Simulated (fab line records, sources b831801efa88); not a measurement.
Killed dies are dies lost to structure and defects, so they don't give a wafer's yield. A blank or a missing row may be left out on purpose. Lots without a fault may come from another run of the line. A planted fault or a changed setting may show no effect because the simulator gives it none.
fab line records | flow sky130
record lots=12 wafers=36 last_day=50
route steps=708 shown POLY_GATE@230 POLY_CUT@315 PAD_OPEN@708
lots that met no fault: from a run of the same line without faults
start_h: hours from the record's first day to the start of the lot's first wafer shown | wait_h: hours since the lot's step before | " the same as in the row above | L1.1+2: a row that stands for several wafers | - no value, or no start given | * or withheld: withheld | < > ~ a bound
route shown NAME@n: a module of which the file shows steps, and the number in the route of the first | usual: mean/standard deviation of fault-free wafers | same: alike in all rows | chamber/n: place in a boat | sites: the reading at each site | _std_site: their standard deviation | _edge_site: outer sites' mean less inner sites' | radius_mm: how far each site lies from the wafer's centre | mask NAME#n: copy n | behind: the tool/chamber that last shaped the wafer | hold: why the lot was held/for how many hours/how that ended | device: the transistor (n, p or np) that didn't switch | end of line: the same wafers' tests at the end of the route | a step without rows: its recipe alone | killed: dies lost to structure and defects at the first sort, not the wafer's yield | map: a wafer's dies, x killed, . not, _ none there
set.NAME: the setting as run; set.NAME@STEP: as run at that earlier step | model.NAME: the simulator's own value behind a step, which no gauge read
steps of the route over a sample of lots; a table a step, a row a wafer
services: from which hour (start_h, from the record's first day; less than 0 if before it) a tool's chamber was out of use, for how many hours, and why
## steps
# step SKY_POLY_GATE_ETCH_16
# recipe stop_on=poly-Si chemistry=CH3F/O2 target=Si3N4 source_w=400 bias_w=80 pressure_mtorr=25 ch3f_flow_sccm=40 O2_flow_sccm=30 time_s=147.5 target_depth_a=750
# usual bias_w=80.02/0.26 ch3f_flow_sccm=40.00/0.12 drypump_motor_current_A=5.7/0.31 oes_product_au=0.639/0.0053 throttle_valve_pct=10.535/0.009
# columns lot.wafer tool chamber start_h wait_h bias_w ch3f_flow_sccm drypump_motor_current_A oes_product_au rf_hours_counter_h throttle_valve_pct
L431.2 rie_diel-03 2 372.24 0.0 80.29 39.79 6.1 0.640 51 10.536
L431.3 " 1 " " 80.41 39.88 5.7 0.645 29 10.522
L431.6 " 1 " " 79.85 39.91 5.7 0.645 - 10.540
L432.1 rie_diel-01 3 379.64 0.0 80.28 39.82 5.7 0.637 52 10.520
L432.4 " 1 " " 79.79 39.91 5.6 0.643 6 10.545
L432.6 " 0 " " 79.95 39.78 6.0 0.635 - 10.530
L433.4 rie_diel-02 2 389.37 0.0 79.69 40.09 6.0 0.637 0 10.543
L433.5 " 2 " " 79.54 39.93 6.0 0.636 - 10.545
L433.6 " 1 " " 79.67 39.93 5.5 0.639 - 10.535
L435.1 rie_diel-03 1 409.22 0.0 80.29 39.98 5.7 0.639 30 10.536
L435.4 " 3 " " 79.95 39.89 5.7 0.644 1 10.537
L435.6 " 1 " " 80.06 40.03 5.7 0.642 - 10.543
L437.2 rie_diel-01 0 423.85 0.0 80.16 40.05 6.0 0.636 13 10.534
L437.3 " 1 " " 80.13 39.84 5.6 0.643 7 10.516
L437.6 " 2 " " 79.48 40.07 5.6 0.635 - 10.536
L436.1 rie_diel-01 1 427.32 0.0 79.97 39.90 5.6 0.643 7 10.540
L436.2 " 2 " " 80.58 39.81 5.5 0.643 32 10.535
L436.4 " 0 " " 80.51 39.85 6.0 0.638 - 10.527
L439.2 rie_diel-01 0 448.24 0.0 79.66 40.13 6.0 0.633 13 10.553
L439.3 " 2 " " 80.06 40.06 5.6 0.642 33 10.525
L439.5 " 2 " " 80.11 39.85 5.6 0.631 - 10.525
L440.1 rie_diel-01 2 462.60 0.0 79.91 40.03 5.5 0.636 33 10.541
L440.3 " 3 " " 80.01 40.03 5.8 0.647 54 10.542
L440.5 " 3 " " 79.71 39.88 5.8 0.646 - 10.518
L442.3 rie_diel-03 0 464.40 0.0 79.89 40.20 5.7 0.638 34 10.523
L442.4 " 2 " " 79.71 40.14 6.0 0.643 53 10.533
L442.6 " 3 " " 79.99 40.09 5.7 0.633 - 10.522
L447.2 rie_diel-03 0 521.84 0.0 80.02 40.03 5.7 0.632 34 10.538
L447.3 " 3 " " 80.57 39.90 5.6 0.642 3 10.544
L447.5 " 0 " " 79.67 40.00 5.7 0.630 - 10.525
L450.3 rie_diel-03 3 545.45 0.0 79.90 40.00 5.6 0.641 3 10.533
L450.4 " 2 " " 79.83 40.04 6.1 0.635 54 10.528
L450.6 " 2 " " 79.83 39.99 6.1 0.637 - 10.521
L454.2 rie_diel-02 2 568.34 0.0 79.89 40.00 6.0 0.631 4 10.526
L454.3 " 1 " " 80.02 40.19 5.5 0.639 81 10.533
L454.5 " 1 " " 79.96 40.16 5.5 0.633 - 10.534
# step SKY_POLY_CUT_CD_MEAS_08
# recipe target_cd_nm=270
# usual cd_nm=269.9/1.5
# columns lot.wafer tool chamber start_h wait_h cd_nm
L431.2 cd_sem-02 - 562.42 - 270.4
L431.3 " - " " 270.1
L431.6 " - " " 268.4
L432.1 cd_sem-01 - 566.81 - 269.4
L432.4 " - " " 270.0
L432.6 " - " " 269.5
L433.4 cd_sem-02 - 576.86 - 268.6
L433.5 " - " " 268.4
L433.6 " - " " 269.5
L435.1 cd_sem-01 - 595.93 - 270.3
L435.4 " - " " 269.8
L435.6 " - " " 270.5
L437.2 cd_sem-01 - 612.95 - 269.7
L437.3 " - " " 269.0
L437.6 " - " " 269.6
L436.1 cd_sem-02 - 616.76 - 269.7
L436.2 " - " " 270.6
L436.4 " - " " 270.1
L439.2 cd_sem-02 - 639.45 - 268.7
L439.3 " - " " 270.8
L439.5 " - " " 269.7
L440.1 cd_sem-01 - 648.56 - 269.8
L440.3 " - " " 269.5
L440.5 " - " " 269.9
L442.3 cd_sem-01 - 652.34 - 273.3
L442.4 " - " " 273.3
L442.6 " - " " 273.1
L447.2 cd_sem-01 - 702.80 - 269.2
L447.3 " - " " 266.3
L447.5 " - " " 268.2
L450.3 cd_sem-02 - 723.70 - 270.6
L450.4 " - " " 270.3
L450.6 " - " " 272.3
L454.2 cd_sem-02 - 742.25 - 271.4
L454.3 " - " " 271.1
L454.5 " - " " 272.6
# step SKY_POLY_CUT_ETCH_10
# recipe chemistry=N2/H2 target=BARC ion_energy_ev=200 source_w=500 bias_w=100 pressure_mtorr=30 n2_flow_sccm=100 h2_flow_sccm=200 stop_on=SiO2 time_s=45.9 target_depth_a=600
# usual bias_w=100.0/0.32 drypump_motor_current_A=5.7/0.34 oes_product_au=0.854/0.0045 throttle_valve_pct=13.226/0.0089
# columns lot.wafer tool chamber start_h wait_h bias_w drypump_motor_current_A oes_product_au rf_hours_counter_h throttle_valve_pct
L431.2 rie_diel-01 3 562.56 0.0 99.5 5.8 0.863 55 13.239
L431.3 " 2 " " 99.9 5.6 0.856 34 13.225
L431.6 " 2 " " 100.2 5.6 0.853 - 13.232
L432.1 rie_diel-04 1 566.96 0.0 99.8 5.4 0.854 3 13.221
L432.4 " 2 " " 99.5 6.2 0.851 61 13.223
L432.6 " 2 " " 99.4 6.1 0.860 - 13.224
L433.4 rie_diel-02 3 576.98 0.0 99.5 4.8 0.852 - 13.225
L433.5 " 2 " " 100.1 6.0 0.861 - 13.237
L433.6 " 0 " " 100.1 5.7 0.854 - 13.217
L435.1 rie_diel-04 0 596.09 0.0 99.8 6.2 0.847 4 13.246
L435.4 " 3 " " 100.2 5.6 0.860 7 13.230
L435.6 " 2 " " 99.7 6.2 0.861 - 13.245
L437.2 rie_diel-04 3 613.09 0.0 100.4 5.5 0.851 7 13.224
L437.3 " 2 " " 99.9 6.1 0.857 62 13.237
L437.6 " 3 " " 100.4 5.6 0.859 - 13.222
L436.1 rie_diel-04 3 616.91 0.0 99.1 5.6 0.853 7 13.238
L436.2 " 2 " " 99.4 6.1 0.859 62 13.229
L436.4 " 2 " " 99.7 6.2 0.849 - 13.224
L439.2 rie_diel-01 0 639.59 0.0 100.6 6.0 0.860 17 13.240
L439.3 " 3 " " 100.7 5.8 0.854 57 13.215
L439.5 " 1 " " 100.3 5.6 0.853 - 13.236
L440.1 rie_diel-04 3 648.71 0.0 100.7 5.6 0.856 7 13.233
L440.3 " 2 " " 100.8 6.1 0.857 62 13.215
L440.5 " 3 " " 100.1 5.6 0.857 - 13.235
L442.3 rie_diel-02 1 652.45 0.0 99.7 5.5 0.861 1 13.226
L442.4 " 3 " " 99.6 4.8 0.858 10 13.226
L442.6 " 3 " " 99.8 4.8 0.861 - 13.226
L447.2 rie_diel-01 2 702.94 0.0 99.8 5.6 0.852 38 13.228
L447.3 " 1 " " 100.0 5.6 0.854 13 13.240
L447.5 " 0 " " 99.7 6.0 0.854 - 13.229
L450.3 rie_diel-04 2 723.81 0.0 117.9 6.1 0.855 1 13.221
L450.4 " 1 " " 99.9 5.4 0.851 5 13.227
L450.6 " 1 " " 100.4 5.4 0.856 - 13.236
L454.2 rie_diel-01 0 742.39 0.0 99.8 6.0 0.858 19 13.221
L454.3 " 3 " " 100.8 5.8 0.849 1 13.236
L454.5 " 0 " " 100.1 6.0 0.854 - 13.214
# step SKY_POLY_CUT_ETCH_11
# recipe target=Si3N4 chemistry=CF4/CH2F2/Ar stop_on=poly-Si source_w=600 bias_w=150 pressure_mtorr=40 cf4_flow_sccm=40 ch2f2_flow_sccm=20 Ar_flow_sccm=150 time_s=42.5 target_depth_a=600
# usual bias_w=150.0/0.44 drypump_motor_current_A=5.7/0.34 oes_product_au=0.827/0.0061 throttle_valve_pct=14.995/0.0086
# columns lot.wafer tool chamber start_h wait_h bias_w drypump_motor_current_A oes_product_au rf_hours_counter_h throttle_valve_pct
L431.2 rie_diel-01 3 562.60 0.0 149.8 5.8 0.831 55 14.989
L431.3 " 2 " " 149.9 5.6 0.831 34 14.986
L431.6 " 2 " " 150.0 5.5 0.837 - 14.994
L432.1 rie_diel-04 1 567.01 0.0 150.2 5.4 0.826 3 14.990
L432.4 " 2 " " 149.9 6.1 0.818 61 14.996
L432.6 " 2 " " 149.5 6.1 0.821 - 14.995
L433.4 rie_diel-02 3 577.02 0.0 150.3 4.8 0.824 - 14.987
L433.5 " 2 " " 149.8 6.0 0.832 - 15.006
L433.6 " 0 " " 150.2 5.7 0.838 - 14.999
L435.1 rie_diel-04 0 596.13 0.0 150.1 6.2 0.824 4 15.005
L435.4 " 3 " " 150.3 5.6 0.834 7 15.007
L435.6 " 2 " " 150.1 6.1 0.828 - 14.981
L437.2 rie_diel-04 3 613.13 0.0 150.2 5.6 0.830 7 14.994
L437.3 " 2 " " 149.7 6.2 0.838 62 15.002
L437.6 " 3 " " 150.3 5.6 0.830 - 14.998
L436.1 rie_diel-04 3 616.96 0.0 149.6 5.6 0.828 7 14.998
L436.2 " 2 " " 149.6 6.1 0.832 62 14.982
L436.4 " 2 " " 149.7 6.1 0.823 - 14.985
L439.2 rie_diel-01 0 639.63 0.0 150.3 6.0 0.832 17 14.997
L439.3 " 3 " " 150.2 5.8 0.828 57 15.007
L439.5 " 1 " " 150.4 5.6 0.822 - 14.976
L440.1 rie_diel-04 3 648.76 0.0 149.7 5.6 0.822 7 14.984
L440.3 " 2 " " 150.3 6.1 0.819 62 14.991
L440.5 " 3 " " 149.8 5.6 0.814 - 14.983
L442.3 rie_diel-02 1 652.50 0.0 149.9 5.5 0.825 1 14.994
L442.4 " 3 " " 150.0 4.8 0.826 10 14.996
L442.6 " 3 " " 150.1 4.8 0.822 - 14.995
L447.2 rie_diel-01 2 702.98 0.0 150.0 5.5 0.829 38 14.995
L447.3 " 1 " " 150.6 5.6 0.822 13 14.979
L447.5 " 0 " " 150.7 6.0 0.820 - 14.991
L450.3 rie_diel-04 2 723.86 0.0 151.1 6.1 0.830 1 15.000
L450.4 " 1 " " 150.1 5.4 0.821 5 14.986
L450.6 " 1 " " 149.6 5.4 0.817 - 15.011
L454.2 rie_diel-01 0 742.43 0.0 150.1 6.0 0.828 19 15.000
L454.3 " 3 " " 150.5 5.8 0.823 1 15.004
L454.5 " 0 " " 149.6 6.0 0.820 - 14.991
# step SKY_PAD_OPEN_PROBE_99
# usual killed_at_M0_to_M3=44/7.2 killed_at_M4_up=2.9/1.8 killed_at_contacts=24/5.6 killed_at_front_end=15/4.2 killed_at_other=0.4/0.71 killed_dies=86/9.2 killed_open=47/7.2 killed_short=39/5.7
# same gross_dies=492 killed_at_back_side=0
# columns lot.wafer tool chamber start_h wait_h killed_at_M0_to_M3 killed_at_M4_up killed_at_contacts killed_at_front_end killed_at_other killed_dies killed_open killed_short
L439.2 prober-02 - 1130.58 0.1 41 4 21 12 0 78 43 35
L439.3 prober-02 - 1130.63 0.2 41 1 26 15 1 84 45 39
L439.5 prober-02 - 1130.73 0.2 44 4 28 9 0 85 46 39
L440.1 prober-01 - 1138.97 0.1 36 1 21 19 0 77 48 29
L440.3 prober-01 - 1139.07 0.2 42 6 37 21 0 106 52 51
L440.5 prober-01 - 1139.17 0.2 35 5 31 14 0 85 49 36
# killed by level:class
L439.2 VIA1:geometric_particle:open=11 CONTACT:geometric_particle:open=8 VIA1:geometric_particle:short=6 POLY_GATE:geometric_particle:short=4 LI_CONTACT:geometric_particle:open=4 VIA3:geometric_particle:open=4 METAL2:geometric_particle:short=4 VIA2:geometric_particle:open=4
L439.3 CONTACT:geometric_particle:open=10 VIA1:geometric_particle:short=8 VIA3:geometric_particle:open=8 VIA1:geometric_particle:open=7 LI_CONTACT:geometric_particle:open=7 FIELD_ISO:geometric_particle:open=5 METAL2:geometric_particle:short=5 METAL1:geometric_particle:short=3
L439.5 VIA1:geometric_particle:open=15 CONTACT:geometric_particle:open=10 LI_CONTACT:geometric_particle:open=8 VIA1:geometric_particle:short=8 CONTACT:geometric_particle:short=7 METAL3:geometric_particle:short=7 FIELD_ISO:geometric_particle:short=3 VIA3:geometric_particle:open=3
L440.1 VIA3:geometric_particle:open=9 CONTACT:geometric_particle:open=9 VIA1:geometric_particle:open=6 VIA2:geometric_particle:open=6 FIELD_ISO:geometric_particle:short=5 FIELD_ISO:geometric_particle:open=5 POLY_GATE:geometric_particle:short=5 LOCAL_INTERCONNECT:geometric_particle:short=4
L440.3 CONTACT:geometric_particle:open=18 CONTACT:geometric_particle:short=8 VIA1:geometric_particle:open=8 LI_CONTACT:geometric_particle:open=6 METAL2:geometric_particle:short=6 VIA3:geometric_particle:open=5 METAL4:geometric_particle:short=5 METAL3:geometric_particle:short=4
L440.5 CONTACT:geometric_particle:open=12 CONTACT:geometric_particle:short=8 VIA2:geometric_particle:open=7 LI_CONTACT:geometric_particle:open=6 VIA3:geometric_particle:open=6 VIA1:geometric_particle:open=6 POLY_GATE:geometric_particle:short=5 METAL1:geometric_particle:short=4
## services
# columns tool chamber start_h hours kind
rie_diel-04 - 350.99 2.8 pm
rie_diel-04 0 353.75 3.3 repair
rie_diel-03 - 354.77 1.1 repair
rie_diel-01 2 359.71 9.9 repair
rie_diel-04 2 375.60 2.4 repair
rie_diel-04 0 376.24 7.2 repair
rie_diel-04 - 379.64 1.2 repair
rie_diel-02 - 390.89 1.2 repair
rie_diel-04 0 400.47 14.9 repair
rie_diel-01 3 425.03 3.4 repair
rie_diel-02 0 445.81 2.6 repair
rie_diel-02 - 477.99 2.8 pm
rie_diel-03 2 479.15 3.3 repair
rie_diel-03 2 502.68 2.7 repair
rie_diel-03 3 523.81 1.2 repair
rie_diel-02 0 542.87 12.0 repair
rie_diel-02 - 612.70 0.5 repair
rie_diel-04 1 614.53 16.7 repair
rie_diel-04 1 647.30 4.7 repair
rie_diel-04 2 651.20 4.1 repair
rie_diel-01 0 674.68 4.6 repair
rie_diel-04 2 678.13 5.8 repair
rie_diel-04 0 713.39 4.2 repair
rie_diel-01 - 722.88 0.5 repair
## key
first_sign step=SKY_POLY_CUT_ETCH_10 reading=bias_w direction=up sigmas=55 usual=100.0 struck=117.9
effect none on later readings
met_at SKY_POLY_CUT_ETCH_10
struck_lots L450
struck_wafers L450.3
tester_left_out L450
not_acting_at SKY_POLY_GATE_ETCH_16,SKY_POLY_CUT_CD_MEAS_08,SKY_POLY_CUT_ETCH_11
onset_between 648.71 723.81
fault kind=process_parameter_drift tool=rie_diel-04 chamber=2 onset_h=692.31 steps=SKY_POLY_CUT_ETCH_10 channel=bias_w offset=18.013 shape=step end_h=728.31 acts_in=these_recipes_only stated=100
# tester_left_out: of these lots the tester's yield and bins aren't shown, on N5 and GAA mostly nor the transistor test; their killed dies are dies lost to structure and defects alone, not to doping, threshold or leakage, so they don't give the yield
